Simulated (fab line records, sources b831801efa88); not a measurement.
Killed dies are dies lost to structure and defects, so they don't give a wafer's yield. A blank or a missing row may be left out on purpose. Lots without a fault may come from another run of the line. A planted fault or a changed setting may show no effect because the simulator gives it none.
Which tool did it? | flow gf180mcu | 14 lots, 42 wafers sampled, at 5 steps of a route of 602

WHAT THE GAUGES READ, wafer by wafer
GF_VT_IMPLANT_OVL_MEAS_40. Usual: VT_IMPLANT_03_OVL -0.2 nm, standard deviation 1.2.
lot  | measured     | on         | VT_IMPLANT_03_OVL (nm)              | flag
L824 | day 8 07:33  | overlay-01 | -0.4 -2.7 -1.7                      |
L825 | day 8 09:14  | overlay-01 | -2.4 -2.5 -1.3                      |
L826 | day 8 20:00  | overlay-02 | 0.0 0.6 0.8                         |
L827 | day 8 20:35  | overlay-02 | -1.6 -0.4 -1.0                      |
L828 | day 8 22:26  | overlay-02 | 0.5 -0.1 0.6                        |
L830 | day 9 10:02  | overlay-02 | 0.6 -0.2 0.9                        |
L832 | day 9 21:50  | overlay-01 | -1.3 -2.3 -1.1                      |
L836 | day 10 21:29 | overlay-02 | -0.5 -1.2 -1.0                      |
L837 | day 11 03:18 | overlay-02 | 0.5 -2.4 -0.5                       |
L838 | day 11 08:23 | overlay-02 | 183.3 183.2 181.9 184.2 184.5 183.5 | OFF
L840 | day 11 23:00 | overlay-01 | 181.0 181.7 182.1 182.3 183.3 184.1 | OFF
L841 | day 12 03:22 | overlay-02 | 182.6 180.1 181.7 183.3 181.7 183.3 | OFF
L844 | day 12 23:57 | overlay-02 | -0.2 0.5 0.0                        |
L847 | day 13 16:54 | overlay-01 | 0.2 0.8 -0.8                        |

GF_M1_RS_MEAS_05: measures by four-point-probe. Usual: M1_ALCU_RS 0.0692 ohm/sq, standard deviation 0.00072.
lot  | measured     | on            | M1_ALCU_RS (ohm/sq)  | flag
L824 | day 16 22:06 | film_metro-04 | 0.0691 0.0689 0.0678 |
L825 | day 17 06:35 | film_metro-02 | 0.0697 0.0688 0.0697 |
L826 | day 17 15:46 | film_metro-04 | 0.0684 0.0685 0.0682 |
L827 | day 17 16:31 | film_metro-02 | 0.0688 0.0677 0.0691 |
L828 | day 17 19:40 | film_metro-01 | 0.0689 0.0678 0.0689 |
L830 | day 18 08:25 | film_metro-04 | 0.0692 0.0698 0.0695 |
L832 | day 19 04:27 | film_metro-02 | 0.0693 0.0694 0.0702 |
L836 | day 20 13:37 | film_metro-04 | 0.0690 0.0701 0.0702 |
L837 | day 21 00:40 | film_metro-02 | 0.0686 0.0690 0.0691 |
L844 | day 23 08:08 | film_metro-02 | 0.0695 0.0694 0.0694 |
L847 | day 24 00:52 | film_metro-02 | 0.0688 0.0686 0.0685 |

GF_M2_THK_MEAS_06: measures by xrf. Usual: M2_ALCU_THK 455 nm, standard deviation 5.5.
lot  | measured     | on            | M2_ALCU_THK (nm) | flag
L824 | day 19 01:00 | film_metro-04 | 458 456 459      |
L825 | day 19 08:31 | film_metro-04 | 460 462 464      |
L826 | day 19 18:46 | film_metro-04 | 453 452 461      |
L827 | day 19 20:19 | film_metro-04 | 460 456 464      |
L828 | day 20 00:32 | film_metro-04 | 453 459 453      |
L830 | day 20 12:07 | film_metro-04 | 451 448 450      |
L832 | day 21 08:05 | film_metro-03 | 462 458 456      |
L836 | day 23 00:41 | film_metro-03 | 446 451 452      |
L837 | day 23 02:09 | film_metro-02 | 457 456 456      |
L844 | day 25 07:03 | film_metro-04 | 453 451 455      |
L847 | day 25 23:19 | film_metro-02 | 449 450 453      |

WHICH TOOL RAN EACH LOT (tool, then ch and the chambers of the sampled wafers, then the start)
lot  | GF_VT_IMPLANT_EXPOSE_37             | GF_V1_ETCH_16
L824 | iline_stepper-01 ch 0, day 7 23:31  | rie_diel-02 ch 0,2, day 18 23:18
L825 | iline_stepper-02 ch 0, day 8 01:41  | rie_diel-04 ch 1,2,3, day 19 06:45
L826 | iline_stepper-01 ch 0, day 8 12:40  | rie_diel-02 ch 1,3, day 19 17:02
L827 | iline_stepper-02 ch 0, day 8 12:56  | rie_diel-04 ch 0,2, day 19 18:36
L828 | iline_stepper-02 ch 0, day 8 14:41  | rie_diel-03 ch 0,1,3, day 19 22:48
L830 | iline_stepper-02 ch 0, day 9 02:08  | rie_diel-04 ch 0,2, day 20 10:23
L832 | iline_stepper-01 ch 0, day 9 13:07  | rie_diel-03 ch 1,3, day 21 06:23
L836 | iline_stepper-01 ch 0, day 10 12:37 | rie_diel-03 ch 1,2,3, day 22 22:42
L837 | iline_stepper-01 ch 0, day 10 18:37 | rie_diel-03 ch 1,3, day 23 00:26
L838 | iline_stepper-02 ch 0, day 10 23:31 | -
L840 | iline_stepper-02 ch 0, day 11 14:17 | -
L841 | iline_stepper-02 ch 0, day 11 17:56 | -
L844 | iline_stepper-01 ch 0, day 12 14:38 | rie_diel-02 ch 0,1, day 25 05:20
L847 | iline_stepper-01 ch 0, day 13 07:44 | rie_diel-02 ch 0,1,2, day 25 21:14
- GF_VT_IMPLANT_EXPOSE_37: exposes mask Nwell HV AREA, target cd 860 nm.
- GF_V1_ETCH_16: etches BARC in N2/H2.

WHAT THE TOOLS THEMSELVES READ (means of the sampled wafers that have a number; where no wafer has one, the mark that the record gives instead)
GF_VT_IMPLANT_EXPOSE_37. Usual: exposure_dose_mJ_cm2 139.99, standard deviation 0.13.
lot  | tool             | exposure_dose_mJ_cm2 | flag
L824 | iline_stepper-01 | 139.91               |
L825 | iline_stepper-02 | 139.99               |
L826 | iline_stepper-01 | 139.95               |
L827 | iline_stepper-02 | 140.26               |
L828 | iline_stepper-02 | 139.95               |
L830 | iline_stepper-02 | 139.83               |
L832 | iline_stepper-01 | 139.92               |
L836 | iline_stepper-01 | 140.00               |
L837 | iline_stepper-01 | 140.14               |
L838 | iline_stepper-02 | 139.98               |
L840 | iline_stepper-02 | 139.96               |
L841 | iline_stepper-02 | 139.94               |
L844 | iline_stepper-01 | 140.09               |
L847 | iline_stepper-01 | 139.83               |

GF_V1_ETCH_16. Usual: drypump_motor_current_A 5.4 A, standard deviation 0.31; oes_product_au 0.854 a.u., standard deviation 0.0047; throttle_valve_pct 13.224 %, standard deviation 0.0094.
lot  | tool        | drypump_motor_current_A (A) | oes_product_au (a.u.) | throttle_valve_pct (%) | flag
L824 | rie_diel-02 | 5.4                         | 0.855                 | 13.226                 |
L825 | rie_diel-04 | 5.3                         | 0.852                 | 13.217                 |
L826 | rie_diel-02 | 5.5                         | 0.853                 | 13.225                 |
L827 | rie_diel-04 | 5.4                         | 0.856                 | 13.230                 |
L828 | rie_diel-03 | 5.5                         | 0.860                 | 13.223                 |
L830 | rie_diel-04 | 5.5                         | 0.852                 | 13.218                 |
L832 | rie_diel-03 | 5.3                         | 0.849                 | 13.229                 |
L836 | rie_diel-03 | 5.3                         | 0.850                 | 13.229                 |
L837 | rie_diel-03 | 5.4                         | 0.860                 | 13.223                 |
L844 | rie_diel-02 | 5.7                         | 0.854                 | 13.219                 |
L847 | rie_diel-02 | 5.5                         | 0.849                 | 13.220                 |

THE ANSWER, worked out from the rows above alone
Rule: a lot is off if the mean of its wafers that have a number lies more than 3 standard deviations from the usual mean. A lot without any number at a reading at which 4 lots or more have one is off too. The other lots that the step has rows for count as sound. The gauges are gone through in route order, then the tools' own readings, and for those a lot's mean is taken as printed above. The first step at which some lot is off is used, and at that step the reading that is off furthest; a lot without a number counts as furthest.
Off: L838, L840, L841, at GF_VT_IMPLANT_OVL_MEAS_40 (VT_IMPLANT_03_OVL).
A tool fits if, at a process step before that reading, it ran every lot that is off, and no sound lot after the first of them. The gauges at GF_VT_IMPLANT_OVL_MEAS_40 are tried like those tools. One fits: iline_stepper-02 at GF_VT_IMPLANT_EXPOSE_37. Its last sound lot is L830 (day 9 02:08), its first lot that is off L838 (day 10 23:31): a fault that began between those two fits.

WHAT THE SIMULATOR HAD PUT IN
Scanner matching overlay: iline_stepper-02, from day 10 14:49 on, at GF_VT_IMPLANT_EXPOSE_37. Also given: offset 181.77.
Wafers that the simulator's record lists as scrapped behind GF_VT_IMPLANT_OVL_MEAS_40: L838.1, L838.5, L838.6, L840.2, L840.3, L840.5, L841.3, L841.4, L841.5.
Lots struck among those shown: L838, L840, L841. The rule above found the same.
